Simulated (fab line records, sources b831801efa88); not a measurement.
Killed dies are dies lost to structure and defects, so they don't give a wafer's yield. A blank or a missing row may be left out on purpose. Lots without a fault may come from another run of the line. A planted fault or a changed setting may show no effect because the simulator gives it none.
Which tool did it? | flow gf180mcu | 24 lots, 72 wafers sampled, at 6 steps of a route of 602

WHAT THE GAUGES READ, wafer by wafer
GF_MVSD_OVL_MEAS_07. Usual: MVSD_OVL 0.0 nm, standard deviation 1.2.
lot  | measured     | on         | MVSD_OVL (nm)  | flag
L074 | day 4 10:53  | overlay-02 | -0.6 -0.1 0.3  |
L075 | day 4 17:13  | overlay-01 | 0.3 1.6 -1.1   |
L076 | day 4 23:43  | overlay-02 | 0.9 1.1 -1.4   |
L077 | day 5 03:49  | overlay-02 | -0.8 -1.6 -2.3 |
L078 | day 5 09:40  | overlay-02 | -1.4 -1.2 1.2  |
L079 | day 5 15:46  | overlay-02 | -0.4 -2.6 -1.6 |
L080 | day 5 21:34  | overlay-01 | -0.2 -0.4 0.3  |
L081 | day 6 05:40  | overlay-02 | 0.2 -0.6 -1.4  |
L082 | day 6 11:46  | overlay-02 | 1.1 1.4 1.3    |
L083 | day 6 17:20  | overlay-01 | -0.4 0.4 2.5   |
L084 | day 6 20:37  | overlay-01 | 1.0 -0.8 0.7   |
L085 | day 7 00:50  | overlay-02 | 0.7 -0.9 -0.2  |
L086 | day 7 09:14  | overlay-02 | 0.3 1.2 -0.8   |
L087 | day 7 14:07  | overlay-01 | 2.5 2.4 1.3    |
L088 | day 7 19:17  | overlay-02 | -0.8 0.0 -1.5  |
L089 | day 8 04:40  | overlay-01 | 3.9 0.5 0.9    |
L090 | day 8 10:10  | overlay-01 | 0.6 1.0 -0.3   |
L091 | day 8 13:22  | overlay-01 | 1.1 -0.1 -0.2  |
L092 | day 8 18:50  | overlay-01 | -1.0 -0.3 2.7  |
L093 | day 9 00:37  | overlay-02 | -1.2 1.3 0.6   |
L094 | day 9 07:38  | overlay-01 | -1.0 -1.2 -1.8 |
L095 | day 9 13:07  | overlay-01 | 2.8 -0.4 2.3   |
L096 | day 9 19:29  | overlay-01 | -0.7 1.0 -0.8  |
L097 | day 10 00:07 | overlay-02 | -1.2 -1.1 -1.2 |

GF_MVPSD_TW_MEAS_11. Usual: MVPSD_TW 553, standard deviation 4.1.
lot  | measured     | on            | MVPSD_TW    | flag
L074 | day 5 01:25  | film_metro-02 | 564 562 560 |
L075 | day 5 07:32  | film_metro-01 | 550 552 548 |
L076 | day 5 14:50  | film_metro-03 | 552 553 548 |
L077 | day 5 19:02  | film_metro-02 | 558 558 561 |
L078 | day 6 00:49  | film_metro-03 | 554 553 554 |
L079 | day 6 06:47  | film_metro-03 | 554 555 554 |
L080 | day 6 13:24  | film_metro-01 | 546 549 549 |
L081 | day 6 21:46  | film_metro-01 | 546 548 549 |
L082 | day 7 03:59  | film_metro-01 | 551 546 549 |
L083 | day 7 10:04  | film_metro-01 | 547 547 546 |
L084 | day 7 13:13  | film_metro-02 | 560 555 556 |
L085 | day 7 17:09  | film_metro-02 | 558 558 557 |
L086 | day 8 02:18  | film_metro-03 | 551 550 554 |
L087 | day 8 06:30  | film_metro-01 | 553 551 553 |
L088 | day 8 11:38  | film_metro-02 | 552 552 553 |
L089 | day 8 22:01  | film_metro-03 | 551 551 552 |
L090 | day 9 03:15  | film_metro-03 | 551 552 554 |
L091 | day 9 06:56  | film_metro-01 | 554 552 553 |
L092 | day 9 12:25  | film_metro-01 | 553 553 556 |
L093 | day 9 18:26  | film_metro-01 | 553 553 552 |
L094 | day 10 01:14 | film_metro-02 | 559 555 562 |
L095 | day 10 07:35 | film_metro-01 | 551 551 549 |
L096 | day 10 14:21 | film_metro-03 | 557 553 555 |
L097 | day 10 18:47 | film_metro-03 | 557 557 554 |

GF_VT_IMPLANT_OVL_MEAS_29. Usual: VT_IMPLANT_02_OVL -0.8 nm, standard deviation 1.4.
lot  | measured     | on         | VT_IMPLANT_02_OVL (nm) | flag
L074 | day 6 21:43  | overlay-01 | 1.2 0.6 0.4            |
L075 | day 7 04:11  | overlay-01 | -3.3 -3.6 -3.5         |
L076 | day 7 11:40  | overlay-02 | 1.0 -0.8 -0.5          |
L077 | day 7 17:01  | overlay-02 | -1.0 0.0 -0.5          |
L078 | day 7 23:35  | overlay-02 | -0.8 0.8 0.0           |
L079 | day 8 05:20  | overlay-01 | -1.7 -1.3 -1.9         |
L080 | day 8 12:01  | overlay-01 | -1.9 -2.4 -1.8         |
L081 | day 8 21:13  | overlay-01 | 2.1 -0.9 1.3           |
L082 | day 9 04:40  | overlay-02 | 1.7 0.5 -1.8           |
L083 | day 9 11:10  | overlay-01 | -1.0 -0.2 -0.2         |
L084 | day 9 14:34  | overlay-02 | -1.4 -0.1 -1.8         |
L085 | day 9 19:01  | overlay-01 | -2.6 -3.1 -1.9         |
L086 | day 10 05:31 | overlay-02 | -0.7 -1.5 0.0          |
L087 | day 10 08:16 | overlay-01 | 0.0 -1.0 -1.1          |
L088 | day 10 14:49 | overlay-01 | -1.5 -2.0 2.3          |
L089 | day 11 02:16 | overlay-01 | -2.4 -0.3 -2.2         |
L090 | day 11 09:37 | overlay-02 | -3.1 -2.6 -1.4         |
L091 | day 11 11:53 | overlay-02 | -1.5 -2.1 0.7          |
L092 | day 11 18:28 | overlay-01 | -0.6 0.1 -1.0          |
L093 | day 11 23:36 | overlay-02 | 0.5 -0.1 -1.0          |
L094 | day 12 08:16 | overlay-02 | 0.4 -1.2 0.4           |
L095 | day 12 15:04 | overlay-01 | -0.2 -0.8 0.8          |
L096 | day 12 22:26 | overlay-02 | -4.3 -2.0 -0.2         |
L097 | day 13 03:52 | overlay-02 | 0.0 1.8 0.3            |

GF_HV_LDD_OVL_MEAS_47. Usual: HV_LDD_03_OVL -0.6 nm, standard deviation 1.3.
lot  | measured     | on         | HV_LDD_03_OVL (nm) | flag
L074 | day 12 13:38 | overlay-01 | 0.8 0.1 1.8        |
L075 | day 12 17:25 | overlay-02 | -1.0 -3.4 -2.2     |
L076 | day 13 04:28 | overlay-02 | 0.4 -1.3 1.2       |
L077 | day 13 08:34 | overlay-02 | -0.3 -1.6 0.8      |
L078 | day 13 16:26 | overlay-02 | -2.0 -1.1 0.3      |
L079 | day 14 01:04 | overlay-01 | -1.8 -1.0 -1.9     |
L080 | day 14 07:59 | overlay-01 | -0.6 0.0 0.1       |
L081 | day 14 19:48 | overlay-02 | -1.9 -2.9 -0.4     |
L082 | day 15 06:46 | overlay-01 | -1.5 -1.6 -2.5     |
L083 | day 15 12:56 | overlay-02 | 0.5 -1.0 -0.9      |
L084 | day 15 15:59 | overlay-01 | -0.5 0.0 -0.2      |
L085 | day 16 03:19 | overlay-02 | -1.2 -4.2 -3.2     |
L086 | day 16 12:38 | overlay-01 | -0.6 -0.1 1.7      |
L087 | day 16 14:17 | overlay-02 | -0.3 -0.8 -1.7     |
L088 | day 17 05:38 | overlay-01 | 0.6 -1.4 -1.0      |
L089 | day 17 12:53 | overlay-01 | -0.5 0.8 -0.3      |
L090 | day 18 01:38 | overlay-02 | -0.6 -0.3 -1.2     |
L091 | day 18 02:20 | overlay-02 | 0.8 1.4 0.8        |
L092 | day 18 09:56 | overlay-02 | 1.2 0.2 2.4        |
L093 | day 18 16:16 | overlay-01 | -1.2 -2.7 -3.2     |
L094 | day 19 04:04 | overlay-01 | -0.6 -0.4 -2.3     |
L095 | day 19 09:56 | overlay-02 | -1.4 0.5 -1.1      |
L096 | day 19 19:41 | overlay-01 | 0.9 1.2 -1.8       |
L097 | day 20 00:40 | overlay-02 | 0.0 -0.4 -1.1      |

GF_HV_LDD_THK_MEAS_57. Usual: HV_LDD_CVD_56_THK 89.7 nm, standard deviation 0.85.
lot  | measured     | on            | HV_LDD_CVD_56_THK (nm) | flag
L074 | day 12 18:23 | film_metro-03 | 89.7 90.1 91.5         |
L075 | day 12 21:35 | film_metro-03 | 88.6 89.0 88.1         |
L076 | day 13 07:34 | film_metro-01 | 89.7 89.8 90.1         |
L077 | day 13 11:40 | film_metro-02 | 90.0 90.1 90.0         |
L078 | day 13 19:32 | film_metro-03 | 90.3 88.9 89.5         |
L079 | day 14 04:10 | film_metro-03 | 89.3 88.8 89.4         |
L080 | day 14 11:05 | film_metro-03 | 90.3 89.8 90.5         |
L081 | day 15 00:28 | film_metro-03 | 88.3 89.0 88.0         |
L082 | day 15 10:23 | film_metro-02 | 89.0 90.1 89.8         |
L083 | day 15 16:02 | film_metro-01 | 91.2 90.6 91.5         |
L084 | day 15 20:18 | film_metro-01 | 90.0 90.0 88.7         |
L085 | day 16 06:25 | film_metro-02 | 88.8 89.7 89.5         |
L086 | day 16 15:43 | film_metro-03 | 89.1 89.6 89.3         |
L087 | day 16 18:14 | film_metro-01 | 90.5 89.6 90.0         |
L088 | day 17 08:45 | film_metro-02 | 89.2 88.9 89.4         |
L089 | day 17 15:59 | film_metro-01 | 88.7 89.1 89.2         |
L090 | day 18 05:07 | film_metro-03 | 91.7 91.5 91.1         |
L091 | day 18 06:33 | film_metro-03 | 90.3 90.1 90.9         |
L092 | day 18 13:05 | film_metro-01 | 90.4 90.4 90.5         |
L093 | day 18 19:22 | film_metro-01 | 90.7 90.3 90.2         |
L094 | day 19 07:10 | film_metro-03 | 88.8 89.0 88.4         |
L095 | day 19 13:01 | film_metro-01 | 89.6 88.8 89.5         |
L096 | day 19 22:47 | film_metro-01 | 90.2 90.3 89.6         |
L097 | day 20 03:46 | film_metro-02 | 89.4 88.5 89.4         |

WHICH TOOL RAN EACH LOT (tool, then ch and the chambers of the sampled wafers, then the start)
lot  | GF_MVPSD_STRIP_10
L074 | plasma_asher-01 ch 0,1, day 5 01:20
L075 | plasma_asher-02 ch 0,1, day 5 07:26
L076 | plasma_asher-02 ch 0,1, day 5 14:44
L077 | plasma_asher-03 ch 0,1, day 5 18:56
L078 | plasma_asher-03 ch 0,1, day 6 00:42
L079 | plasma_asher-01 ch 0,1, day 6 06:41
L080 | plasma_asher-02 ch 0,1, day 6 13:17
L081 | plasma_asher-02 ch 0,1, day 6 21:39
L082 | plasma_asher-02 ch 0,1, day 7 03:53
L083 | plasma_asher-02 ch 1, day 7 09:57
L084 | plasma_asher-01 ch 0,1, day 7 13:08
L085 | plasma_asher-03 ch 0,1, day 7 17:03
L086 | plasma_asher-03 ch 0,1, day 8 02:12
L087 | plasma_asher-01 ch 0,1, day 8 06:24
L088 | plasma_asher-01 ch 0,1, day 8 11:32
L089 | plasma_asher-01 ch 0,1, day 8 21:56
L090 | plasma_asher-02 ch 1, day 9 03:08
L091 | plasma_asher-03 ch 0,1, day 9 06:51
L092 | plasma_asher-02 ch 0,1, day 9 12:20
L093 | plasma_asher-03 ch 0,1, day 9 18:20
L094 | plasma_asher-01 ch 0,1, day 10 01:08
L095 | plasma_asher-03 ch 0,1, day 10 07:29
L096 | plasma_asher-02 ch 0, day 10 14:14
L097 | plasma_asher-01 ch 0,1, day 10 18:41
- GF_MVPSD_STRIP_10: strips in O2/N2.

WHAT THE TOOLS THEMSELVES READ (means of the sampled wafers that have a number; where no wafer has one, the mark that the record gives instead)
GF_MVPSD_STRIP_10. Usual: drypump_motor_current_A 5.5 A, standard deviation 0.35; heater_power_w 355 W, standard deviation 40; oes_product_au 0.722 a.u., standard deviation 0.0046; strip_time_to_endpoint_s 36.96 s, standard deviation 0.11.
lot  | tool            | drypump_motor_current_A (A) | heater_power_w (W) | oes_product_au (a.u.) | strip_time_to_endpoint_s (s) | flag
L074 | plasma_asher-01 | 5.3                         | 349                | 0.724                 | 37.01                        |
L075 | plasma_asher-02 | 5.6                         | 362                | 0.720                 | 36.90                        |
L076 | plasma_asher-02 | 5.6                         | 354                | 0.723                 | 36.85                        |
L077 | plasma_asher-03 | 5.5                         | 378                | 0.721                 | 37.12                        |
L078 | plasma_asher-03 | 5.6                         | 377                | 0.721                 | 36.94                        |
L079 | plasma_asher-01 | 5.3                         | 345                | 0.720                 | 37.00                        |
L080 | plasma_asher-02 | 5.6                         | 360                | 0.715                 | 36.93                        |
L081 | plasma_asher-02 | 5.9                         | 361                | 0.724                 | 37.13                        |
L082 | plasma_asher-02 | 5.9                         | 362                | 0.720                 | 37.04                        |
L083 | plasma_asher-02 | 5.3                         | 358                | 0.725                 | 36.96                        |
L084 | plasma_asher-01 | 5.3                         | 354                | 0.728                 | 37.08                        |
L085 | plasma_asher-03 | 5.6                         | 333                | 0.723                 | 36.94                        |
L086 | plasma_asher-03 | 5.5                         | 384                | 0.718                 | 37.10                        |
L087 | plasma_asher-01 | 5.2                         | 352                | 0.721                 | 36.97                        |
L088 | plasma_asher-01 | 5.3                         | 341                | 0.722                 | 36.79                        |
L089 | plasma_asher-01 | 5.3                         | 346                | 0.724                 | 37.00                        |
L090 | plasma_asher-02 | 5.3                         | 358                | 0.722                 | 36.93                        |
L091 | plasma_asher-03 | 5.5                         | 332                | 0.726                 | 36.80                        |
L092 | plasma_asher-02 | 5.9                         | 358                | 0.718                 | 36.82                        |
L093 | plasma_asher-03 | 5.5                         | 330                | 0.727                 | 36.96                        |
L094 | plasma_asher-01 | 5.3                         | 343                | 0.718                 | 36.98                        |
L095 | plasma_asher-03 | 5.5                         | 378                | 0.722                 | 36.80                        |
L096 | plasma_asher-02 | 6.2                         | 363                | 0.721                 | 36.98                        |
L097 | plasma_asher-01 | 5.3                         | 353                | 0.719                 | 37.02                        |

THE ANSWER, worked out from the rows above alone
Rule: a lot is off if the mean of its wafers that have a number lies more than 3 standard deviations from the usual mean. A lot without any number at a reading at which 4 lots or more have one is off too. The other lots that the step has rows for count as sound. The gauges are gone through in route order, then the tools' own readings, and for those a lot's mean is taken as printed above. The first step at which some lot is off is used, and at that step the reading that is off furthest; a lot without a number counts as furthest.
No lot is off at any reading shown: from this, nothing can be told.

WHAT THE SIMULATOR HAD PUT IN
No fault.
